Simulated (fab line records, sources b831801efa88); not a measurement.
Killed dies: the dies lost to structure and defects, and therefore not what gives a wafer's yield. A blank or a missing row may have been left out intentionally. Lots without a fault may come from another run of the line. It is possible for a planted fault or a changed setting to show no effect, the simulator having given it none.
fab line records	flow sky130
record: lots: 24	wafers: 72	last_day: 51
route steps=708 shown VIA1@459 VIA3@585 CAP2M@605
lots untouched by any fault: they come from a run of this same line in which no faults occurred
start_h: hours from the record's opening day to when the first of the lot's shown wafers began	wait_h: time in hours since the lot's previous step	" identical to the entry in the row above	L1.1+2: several wafers, shown together as one row	- no value present, or no start provided	* or withheld: withheld	< > ~ a bound
route shown NAME@n: names a module that has steps shown in the file, with the first one's number in the route	usual: mean and standard deviation over wafers with no fault	same: alike in all rows	chamber/n: place in a boat	sites: per-site readings	_std_site: their standard deviation	_edge_site: outer sites' mean less inner sites'	radius_mm: for every site, how far away it sits from the centre of the wafer	mask NAME#n: copy n	behind: the tool/chamber that last shaped the wafer	hold: reason for holding the lot/hours on hold/outcome of the hold	device: the transistor (n, p or np) that didn't switch	end of line: the tests these same wafers got at the end of their route	a step with no rows: only its recipe	killed: the dies lost at the first sort to structure and to defects; this is not the yield of the wafer	map: per-die view of a wafer (x killed, . not killed, _ where there is no die)
set.NAME: the setting that was run; set.NAME@STEP: the one run at that earlier step	model.NAME: the simulator's own value behind a step, which no gauge read
a sample of lots followed through the steps of the route, with each step as a table and each wafer as a row
services: a tool's chamber out of use, with start hour (start_h, from the record's first day; less than 0 if before it), hours out, and reason
== steps ==
step: SKY_VIA1_THK_MEAS_01
recipe: reads: SiO2_of_VIA1_HDPCVD_00
usual: VIA1_HDPCVD_THK: 1026/8.2
lot.wafer	tool	chamber	start_h	wait_h	VIA1_HDPCVD_THK[nm]
L074.2	film_metro-03	-	783.94	0.1	1037
L074.4	"	-	"	"	1032
L074.5	"	-	"	"	1030
L075.1	film_metro-01	-	795.01	0.1	1032
L075.3	"	-	"	"	1030
L075.4	"	-	"	"	1034
L076.1	film_metro-03	-	798.45	0.1	1019
L076.4	"	-	"	"	1038
L076.6	"	-	"	"	1037
L077.1	film_metro-01	-	811.79	0.1	1018
L077.2	"	-	"	"	1018
L077.6	"	-	"	"	1023
L078.1	film_metro-03	-	820.51	0.1	1031
L078.4	"	-	"	"	1038
L078.6	"	-	"	"	1022
L079.4	film_metro-01	-	820.77	0.0	1030
L079.5	"	-	"	"	1029
L079.6	"	-	"	"	1026
L080.3	film_metro-04	-	827.60	0.1	1029
L080.5	"	-	"	"	1029
L080.6	"	-	"	"	1027
L081.3	film_metro-01	-	843.73	0.1	1022
L081.4	"	-	"	"	1012
L081.6	"	-	"	"	1026
L082.1	film_metro-03	-	849.27	0.1	1028
L082.2	"	-	"	"	1020
L082.3	"	-	"	"	1014
L083.2	film_metro-03	-	858.07	0.1	1032
L083.3	"	-	"	"	1029
L083.4	"	-	"	"	1018
L084.2	film_metro-01	-	862.62	0.1	1025
L084.3	"	-	"	"	1023
L084.6	"	-	"	"	1030
L085.1	film_metro-01	-	872.42	0.1	1027
L085.2	"	-	"	"	1025
L085.3	"	-	"	"	1038
L086.2	film_metro-03	-	873.61	0.1	1020
L086.4	"	-	"	"	1017
L086.6	"	-	"	"	1025
L087.1	film_metro-03	-	882.86	0.1	1020
L087.2	"	-	"	"	1027
L087.5	"	-	"	"	1024
L088.3	film_metro-01	-	894.97	0.1	1047
L088.5	"	-	"	"	1050
L088.6	"	-	"	"	1032
L089.2	film_metro-01	-	900.83	0.1	1016
L089.3	"	-	"	"	1013
L089.6	"	-	"	"	1012
L090.2	film_metro-01	-	915.36	0.1	1032
L090.4	"	-	"	"	1031
L090.5	"	-	"	"	1037
L091.1	film_metro-04	-	917.88	0.1	1026
L091.2	"	-	"	"	1021
L091.5	"	-	"	"	1020
L092.3	film_metro-03	-	919.21	0.1	1019
L092.4	"	-	"	"	1017
L092.5	"	-	"	"	1021
L093.1	film_metro-04	-	924.93	0.1	1025
L093.3	"	-	"	"	1037
L093.6	"	-	"	"	1040
L094.1	film_metro-04	-	934.15	0.1	1028
L094.2	"	-	"	"	1026
L094.3	"	-	"	"	1022
L095.1	film_metro-03	-	943.05	0.1	1029
L095.4	"	-	"	"	1043
L095.6	"	-	"	"	1033
L096.3	film_metro-04	-	944.59	0.1	1029
L096.5	"	-	"	"	1020
L096.6	"	-	"	"	1028
L097.2	film_metro-04	-	948.07	0.1	1023
L097.3	"	-	"	"	1035
L097.6	"	-	"	"	1031
step: SKY_VIA1_OVL_MEAS_13
usual: VIA1_OVL: 0/5.4
lot.wafer	tool	chamber	start_h	wait_h	VIA1_OVL[nm]
L074.2	overlay-01	-	812.02	0.1	4
L074.4	"	-	"	"	10
L074.5	"	-	"	"	8
L075.1	overlay-01	-	822.49	0.1	2
L075.3	"	-	"	"	3
L075.4	"	-	"	"	2
L076.1	overlay-02	-	825.97	0.1	3
L076.4	"	-	"	"	2
L076.6	"	-	"	"	2
L077.1	overlay-01	-	839.34	0.1	2
L077.2	"	-	"	"	1
L077.6	"	-	"	"	3
L078.1	overlay-01	-	847.52	0.1	6
L078.4	"	-	"	"	4
L078.6	"	-	"	"	4
L079.4	overlay-02	-	848.49	0.1	-8
L079.5	"	-	"	"	-11
L079.6	"	-	"	"	-3
L080.3	overlay-01	-	855.05	0.1	-5
L080.5	"	-	"	"	-1
L080.6	"	-	"	"	-7
L081.3	overlay-01	-	870.75	0.1	0
L081.4	"	-	"	"	1
L081.6	"	-	"	"	-2
L082.1	overlay-02	-	875.87	0.1	1
L082.2	"	-	"	"	0
L082.3	"	-	"	"	-2
L083.2	overlay-02	-	885.13	0.1	8
L083.3	"	-	"	"	3
L083.4	"	-	"	"	0
L084.2	overlay-02	-	889.82	0.1	3
L084.3	"	-	"	"	-5
L084.6	"	-	"	"	0
L085.1	overlay-02	-	899.57	0.1	3
L085.2	"	-	"	"	7
L085.3	"	-	"	"	12
L086.2	overlay-02	-	901.19	0.1	7
L086.4	"	-	"	"	-2
L086.6	"	-	"	"	4
L087.1	overlay-01	-	908.52	0.1	-11
L087.2	"	-	"	"	-5
L087.5	"	-	"	"	-9
L088.3	overlay-01	-	921.43	0.1	2
L088.5	"	-	"	"	6
L088.6	"	-	"	"	-6
L089.2	overlay-02	-	926.84	0.1	-1
L089.3	"	-	"	"	-1
L089.6	"	-	"	"	9
L090.2	overlay-02	-	940.87	0.1	4
L090.4	"	-	"	"	0
L090.5	"	-	"	"	-6
L091.1	overlay-02	-	944.29	0.1	0
L091.2	"	-	"	"	-10
L091.5	"	-	"	"	-8
L092.3	overlay-01	-	944.65	0.1	1
L092.4	"	-	"	"	1
L092.5	"	-	"	"	-4
L093.1	overlay-02	-	950.59	0.1	7
L093.3	"	-	"	"	5
L093.6	"	-	"	"	1
L094.1	overlay-01	-	959.29	0.1	0
L094.2	"	-	"	"	4
L094.3	"	-	"	"	5
L095.1	overlay-02	-	968.09	0.1	0
L095.4	"	-	"	"	-6
L095.6	"	-	"	"	-7
L096.3	overlay-02	-	969.78	0.1	1
L096.5	"	-	"	"	1
L096.6	"	-	"	"	-4
L097.2	overlay-01	-	972.93	0.1	-4
L097.3	"	-	"	"	-12
L097.6	"	-	"	"	-7
step: SKY_VIA1_CMP_24
recipe: stop_on: SiO2	t_overpolish_s: 15	down_force_psi: 3.5	platen_rpm: 60	target_thk_nm: 0	pad_velocity_m_s: 0.94248
usual: motor_current_A: 11.1/1.5	overpolish_run_s: 15.000/0.0091	slurry_filter_dp_kPa: 13.51/0.14	time_to_endpoint_s: 65.2/2.7
lot.wafer	tool	chamber	start_h	wait_h	motor_current_A	overpolish_run_s	slurry_filter_dp_kPa	time_to_endpoint_s
L074.2	cmp-02	1	813.12	0.1	11.8	14.996	13.47	68.7
L074.4	"	3	"	"	12.6	14.999	13.60	66.6
L074.5	"	1	"	"	11.1	15.009	13.63	67.2
L075.4	cmp-02	0	823.63	0.1	8.5	15.001	13.58	64.9
L075.3	"	1	"	"	11.8	14.998	13.83	64.5
L075.1	"	2	"	"	11.3	15.013	13.48	67.7
L076.1	cmp-01	0	827.10	0.1	10.8	15.011	13.42	58.6
L076.4	"	2	"	"	11.0	14.995	13.50	62.1
L076.6	"	3	"	"	11.6	14.992	13.51	61.1
L077.1	cmp-02	1	840.39	0.1	11.7	14.996	13.45	61.8
L077.2	"	3	"	"	13.6	15.001	13.49	57.9
L077.6	"	1	"	"	11.1	14.993	13.66	63.3
L078.1	cmp-01	0	848.61	0.1	10.7	14.994	13.42	60.8
L078.4	"	1	"	"	11.5	14.999	13.57	62.5
L078.6	"	0	"	"	10.3	15.005	13.51	63.9
L079.4	cmp-01	1	849.52	0.0	11.3	14.988	13.71	61.8
L079.6	"	1	"	"	11.4	15.013	13.57	65.3
L079.5	"	2	"	"	10.9	14.997	13.28	66.2
L080.3	cmp-01	0	856.19	0.1	10.8	14.987	13.75	62.6
L080.6	"	2	"	"	11.7	15.003	13.33	64.3
L080.5	"	3	"	"	11.4	14.997	13.26	66.5
L081.3	cmp-02	2	871.79	0.0	11.6	14.987	13.49	69.2
L081.4	"	1	"	"	11.5	14.987	13.43	64.6
L081.6	"	2	"	"	11.0	15.000	13.55	67.4
L082.1	cmp-01	3	876.97	0.1	11.5	15.002	13.54	70.0
L082.3	"	0	"	"	10.5	15.004	13.42	65.7
L082.2	"	1	"	"	10.9	14.992	13.43	66.7
L083.4	cmp-01	3	886.19	0.0	11.3	15.004	13.77	69.4
L083.3	"	0	"	"	10.4	14.994	13.38	65.6
L083.2	"	1	"	"	11.4	15.010	13.68	67.8
L084.2	cmp-02	2	891.37	0.1	11.2	15.001	13.45	63.2
L084.3	"	3	"	"	12.9	14.993	13.69	63.2
L084.6	"	0	"	"	8.4	14.998	13.56	62.6
L085.1	cmp-02	3	900.71	0.1	13.0	14.984	13.42	66.5
L085.3	"	1	"	"	11.6	15.001	13.44	63.7
L085.2	"	2	"	"	11.1	15.011	13.43	66.7
L086.2	cmp-02	2	902.40	0.1	9.8	15.010	13.56	63.7
L086.4	"	0	"	"	8.4	14.991	13.55	64.3
L086.6	"	2	"	"	10.8	15.002	13.52	62.1
L087.2	cmp-02	1	909.62	0.0	11.6	14.996	13.45	65.4
L087.1	"	3	"	"	13.5	15.004	13.71	66.4
L087.5	"	2	"	"	10.4	14.991	13.31	67.8
L088.3	cmp-01	2	922.62	0.2	11.7	14.993	13.30	66.7
L088.5	"	3	"	"	11.2	15.001	13.56	70.8
L088.6	"	0	"	"	10.8	14.991	13.49	64.3
L089.3	cmp-01	2	927.94	0.1	11.3	14.974	13.67	67.7
L089.2	"	3	"	"	11.6	14.996	13.53	71.0
L089.6	"	2	"	"	10.9	14.996	13.72	69.9
L090.2	cmp-01	3	941.93	0.0	11.2	14.996	13.80	67.7
L090.4	"	2	"	"	11.6	14.984	13.69	65.8
L090.5	"	0	"	"	11.1	14.998	13.27	61.3
L091.2	cmp-02	1	945.42	0.0	12.1	15.014	13.51	63.0
L091.1	"	3	"	"	13.0	14.999	13.31	64.0
L091.5	"	2	"	"	11.5	15.000	13.38	65.8
L092.4	cmp-02	3	945.79	0.1	13.4	14.987	13.69	64.4
L092.3	"	1	"	"	12.0	15.003	13.46	65.4
L092.5	"	3	"	"	13.8	15.013	13.63	64.2
L093.3	cmp-02	3	951.75	0.1	13.7	14.995	13.45	67.1
L093.1	"	0	"	"	8.0	14.996	13.38	63.0
L093.6	"	3	"	"	13.5	14.994	13.66	62.7
L094.1	cmp-02	3	960.34	0.1	13.9	14.993	13.65	63.9
L094.3	"	0	"	"	8.4	14.989	13.26	64.5
L094.2	"	2	"	"	10.5	15.002	13.44	65.4
L095.1	cmp-02	1	969.19	0.1	12.0	14.999	13.69	68.2
L095.4	"	3	"	"	13.6	14.997	13.29	65.8
L095.6	"	0	"	"	8.4	15.005	13.57	67.2
L096.3	cmp-02	0	970.88	0.1	8.5	15.011	13.49	63.9
L096.5	"	3	"	"	13.2	15.012	13.48	66.3
L096.6	"	0	"	"	8.4	14.988	13.45	65.9
L097.3	cmp-02	2	974.11	0.1	10.8	14.982	13.51	65.0
L097.2	"	3	"	"	13.9	15.006	13.41	68.5
L097.6	"	1	"	"	11.9	14.989	13.63	66.6
step: SKY_VIA3_CD_MEAS_12
recipe: target_cd_nm: 200
usual: cd_nm: 199.9/1.6
lot.wafer	tool	chamber	start_h	wait_h	cd_nm
L074.2	cd_sem-02	-	951.72	-	202.7
L074.4	"	-	"	"	202.7
L074.5	"	-	"	"	201.5
L076.1	cd_sem-02	-	961.62	-	200.1
L076.4	"	-	"	"	199.0
L076.6	"	-	"	"	200.0
L075.1	cd_sem-02	-	962.32	-	199.5
L075.3	"	-	"	"	198.7
L075.4	"	-	"	"	199.7
L077.1	cd_sem-02	-	975.85	-	198.4
L077.2	"	-	"	"	198.0
L077.6	"	-	"	"	198.3
L078.1	cd_sem-01	-	981.85	-	196.6
L078.4	"	-	"	"	198.2
L078.6	"	-	"	"	196.9
L079.4	cd_sem-01	-	984.73	-	200.1
L079.5	"	-	"	"	202.2
L079.6	"	-	"	"	200.6
L080.3	cd_sem-02	-	988.96	-	198.1
L080.5	"	-	"	"	197.4
L080.6	"	-	"	"	198.0
L081.3	cd_sem-01	-	1003.74	-	200.8
L081.4	"	-	"	"	200.9
L081.6	"	-	"	"	200.9
L082.1	cd_sem-01	-	1008.57	-	197.1
L082.2	"	-	"	"	199.0
L082.3	"	-	"	"	197.3
L083.2	cd_sem-01	-	1015.34	-	201.3
L083.3	"	-	"	"	199.4
L083.4	"	-	"	"	201.8
L084.2	cd_sem-02	-	1022.44	-	198.7
L084.3	"	-	"	"	200.2
L084.6	"	-	"	"	199.7
L085.1	cd_sem-02	-	1028.87	-	199.8
L085.2	"	-	"	"	198.4
L085.3	"	-	"	"	199.9
L086.2	cd_sem-01	-	1029.24	-	201.8
L086.4	"	-	"	"	201.6
L086.6	"	-	"	"	201.8
L087.1	cd_sem-01	-	1039.57	-	202.8
L087.2	"	-	"	"	202.9
L087.5	"	-	"	"	203.2
L088.3	cd_sem-01	-	1049.01	-	200.6
L088.5	"	-	"	"	199.9
L088.6	"	-	"	"	198.9
L089.2	cd_sem-02	-	1053.92	-	199.9
L089.3	"	-	"	"	199.3
L089.6	"	-	"	"	201.0
L090.2	cd_sem-02	-	1064.59	-	197.1
L090.4	"	-	"	"	197.5
L090.5	"	-	"	"	198.1
L091.1	cd_sem-01	-	1070.62	-	199.0
L091.2	"	-	"	"	199.7
L091.5	"	-	"	"	199.2
L092.3	cd_sem-01	-	1071.96	-	199.2
L092.4	"	-	"	"	198.9
L092.5	"	-	"	"	200.4
L093.1	cd_sem-02	-	1075.02	-	200.3
L093.3	"	-	"	"	198.8
L093.6	"	-	"	"	199.5
L094.1	cd_sem-01	-	1082.02	-	202.1
L094.2	"	-	"	"	202.1
L094.3	"	-	"	"	201.7
L095.1	cd_sem-01	-	1090.82	-	199.3
L095.4	"	-	"	"	198.6
L095.6	"	-	"	"	198.5
L096.3	cd_sem-01	-	1091.41	-	201.1
L096.5	"	-	"	"	201.8
L096.6	"	-	"	"	201.5
L097.2	cd_sem-02	-	1095.59	-	200.1
L097.3	"	-	"	"	198.9
L097.6	"	-	"	"	201.9
step: SKY_VIA3_CVD_21
recipe: material: W	target_thk_nm: 390	time_s: 117.31	temp_c: 400	pressure_torr: 40
usual: heater_power_w: 795/130
same: time_s: 117.31
lot.wafer	tool	chamber	start_h	wait_h	heater_power_w	since_wet_clean_h
L074.2	cvd_w-01	1	952.64	0.0	858	35
L074.4	"	0	"	"	600	-
L074.5	"	1	"	"	867	-
L076.1	cvd_w-02	0	962.57	0.0	866	559
L076.4	"	1	"	"	892	-
L076.6	"	0	"	"	881	-
L075.1	cvd_w-02	0	963.27	0.0	880	559
L075.3	"	0	"	"	852	-
L075.4	"	1	"	"	907	-
L077.1	cvd_w-02	0	976.78	0.0	866	573
L077.2	"	1	"	"	884	573
L077.6	"	0	"	"	884	-
L078.1	cvd_w-02	1	983.18	0.0	904	579
L078.4	"	0	"	"	857	-
L078.6	"	0	"	"	890	-
L079.4	cvd_w-01	1	985.75	0.0	824	-
L079.5	"	0	"	"	602	-
L079.6	"	1	"	"	861	-
L080.3	cvd_w-01	1	990.03	0.1	853	-
L080.5	"	0	"	"	602	-
L080.6	"	1	"	"	860	-
L081.3	cvd_w-01	0	1005.33	0.1	625	-
L081.4	"	1	"	"	865	-
L081.6	"	1	"	"	848	-
L082.1	cvd_w-01	0	1009.95	0.0	603	92
L082.2	"	1	"	"	874	92
L082.3	"	1	"	"	870	-
L083.2	cvd_w-02	0	1016.28	0.0	874	612
L083.3	"	1	"	"	904	-
L083.4	"	0	"	"	864	-
L084.2	cvd_w-01	1	1023.51	0.0	849	105
L084.3	"	1	"	"	861	-
L084.6	"	1	"	"	869	-
L085.1	cvd_w-02	0	1029.81	0.0	868	626
L085.2	"	1	"	"	891	626
L085.3	"	1	"	"	887	-
L086.2	cvd_w-02	1	1030.14	0.0	888	626
L086.4	"	1	"	"	910	-
L086.6	"	1	"	"	871	-
L087.1	cvd_w-02	0	1040.52	0.0	868	637
L087.2	"	1	"	"	898	637
L087.5	"	1	"	"	902	-
L088.3	cvd_w-01	0	1049.92	0.1	600	-
L088.5	"	1	"	"	884	-
L088.6	"	0	"	"	603	-
L089.2	cvd_w-01	1	1054.81	0.0	881	137
L089.3	"	0	"	"	605	-
L089.6	"	0	"	"	595	-
L090.2	cvd_w-02	0	1065.57	0.0	898	662
L090.4	"	1	"	"	892	-
L090.5	"	0	"	"	875	-
L091.1	cvd_w-01	1	1071.54	0.0	857	153
L091.2	"	0	"	"	590	153
L091.5	"	0	"	"	592	-
L092.3	cvd_w-02	0	1072.88	0.1	897	-
L092.4	"	1	"	"	872	-
L092.5	"	0	"	"	871	-
L093.1	cvd_w-01	0	1075.96	0.0	621	158
L093.3	"	1	"	"	864	-
L093.6	"	1	"	"	871	-
L094.1	cvd_w-01	1	1082.93	0.0	889	165
L094.2	"	0	"	"	597	165
L094.3	"	1	"	"	842	-
L095.1	cvd_w-01	1	1091.73	0.0	868	174
L095.4	"	1	"	"	887	-
L095.6	"	1	"	"	846	-
L096.3	cvd_w-01	1	1092.32	0.1	876	-
L096.5	"	0	"	"	575	-
L096.6	"	1	"	"	862	-
L097.2	cvd_w-01	1	1096.48	0.0	890	178
L097.3	"	1	"	"	854	-
L097.6	"	0	"	"	597	-
step: SKY_CAP2M_SPUTTER_02
recipe: material: TiN	target_thk_nm: 200	temp_c: 300	power_w: 6500	time_s: 166.7	chamber_pressure_pa: 0.4
usual: throttle_valve_pct: 30.0/0.81
same: time_s: 166.7
lot.wafer	tool	chamber	start_h	wait_h	throttle_valve_pct
L074.2	pvd_sputter-01	-	953.62	0.0	29.4
L074.4	"	-	"	"	31.9
L074.5	"	-	"	"	29.6
L076.1	pvd_sputter-04	-	963.41	0.1	30.3
L076.4	"	-	"	"	28.8
L076.6	"	-	"	"	29.1
L075.1	pvd_sputter-04	-	964.11	0.1	29.2
L075.3	"	-	"	"	30.6
L075.4	"	-	"	"	29.8
L077.1	pvd_sputter-04	-	977.62	0.1	29.1
L077.2	"	-	"	"	29.1
L077.6	"	-	"	"	29.3
L078.1	pvd_sputter-01	-	984.02	0.1	30.5
L078.4	"	-	"	"	31.8
L078.6	"	-	"	"	31.8
L079.4	pvd_sputter-01	-	986.55	0.0	29.9
L079.5	"	-	"	"	29.4
L079.6	"	-	"	"	31.7
L080.3	pvd_sputter-03	-	990.82	0.0	29.9
L080.5	"	-	"	"	29.3
L080.6	"	-	"	"	29.8
L081.3	pvd_sputter-01	-	1006.13	0.0	30.3
L081.4	"	-	"	"	32.1
L081.6	"	-	"	"	29.3
L082.1	pvd_sputter-03	-	1010.80	0.1	30.8
L082.2	"	-	"	"	29.5
L082.3	"	-	"	"	29.7
L083.2	pvd_sputter-01	-	1017.12	0.0	31.9
L083.3	"	-	"	"	29.5
L083.4	"	-	"	"	30.6
L084.2	pvd_sputter-04	-	1024.35	0.0	30.0
L084.3	"	-	"	"	29.9
L084.6	"	-	"	"	28.9
L085.1	pvd_sputter-01	-	1030.65	0.1	30.5
L085.2	"	-	"	"	31.5
L085.3	"	-	"	"	29.6
L086.2	pvd_sputter-03	-	1030.98	0.0	29.6
L086.4	"	-	"	"	29.6
L086.6	"	-	"	"	30.6
L087.1	pvd_sputter-04	-	1041.45	0.1	30.1
L087.2	"	-	"	"	30.3
L087.5	"	-	"	"	30.2
L088.3	pvd_sputter-01	-	1050.73	0.0	30.6
L088.5	"	-	"	"	29.8
L088.6	"	-	"	"	31.7
L089.2	pvd_sputter-03	-	1055.65	0.0	29.3
L089.3	"	-	"	"	29.9
L089.6	"	-	"	"	29.6
L090.2	pvd_sputter-03	-	1066.40	0.0	29.9
L090.4	"	-	"	"	29.8
L090.5	"	-	"	"	30.6
L091.1	pvd_sputter-01	-	1072.38	0.1	29.7
L091.2	"	-	"	"	31.7
L091.5	"	-	"	"	29.9
L092.3	pvd_sputter-03	-	1073.68	0.0	29.0
L092.4	"	-	"	"	30.7
L092.5	"	-	"	"	29.5
L093.1	pvd_sputter-03	-	1076.80	0.1	29.7
L093.3	"	-	"	"	29.1
L093.6	"	-	"	"	29.6
L094.1	pvd_sputter-04	-	1083.77	0.1	30.2
L094.2	"	-	"	"	29.1
L094.3	"	-	"	"	29.3
L095.1	pvd_sputter-04	-	1092.66	0.1	29.2
L095.4	"	-	"	"	30.3
L095.6	"	-	"	"	29.4
L096.3	pvd_sputter-04	-	1093.12	0.0	29.1
L096.5	"	-	"	"	30.3
L096.6	"	-	"	"	28.9
L097.2	pvd_sputter-01	-	1097.55	0.0	30.7
L097.3	"	-	"	"	29.8
L097.6	"	-	"	"	31.0
== services ==
tool	chamber	start_h	hours	kind
cmp-02	-	808.24	0.7	repair
pvd_sputter-04	-	853.66	4.9	repair
cvd_w-01	-	860.38	0.3	repair
pvd_sputter-01	-	865.90	2.4	repair
pvd_sputter-01	-	876.03	14.1	repair
cvd_w-02	1	881.34	5.5	repair
pvd_sputter-01	-	883.19	3.2	repair
pvd_sputter-04	-	884.17	3.1	repair
cmp-01	-	899.73	6.1	pm
cvd_w-01	-	904.09	14.0	pm
cmp-01	-	912.00	4.0	pm
cmp-01	-	930.00	1.3	repair
cmp-01	-	949.49	3.7	repair
cmp-02	-	966.63	0.8	repair
cmp-01	-	980.13	2.3	repair
cmp-02	-	996.82	0.4	repair
cmp-02	-	997.22	6.5	pm
cvd_w-01	-	999.35	0.7	repair
pvd_sputter-04	-	1025.43	6.6	repair
cmp-01	-	1047.07	0.5	repair
cmp-01	-	1063.15	8.4	pm
cmp-02	-	1084.00	4.0	pm
cmp-02	-	1089.97	0.2	repair
cmp-02	-	1091.01	1.2	repair
== key ==
fault none
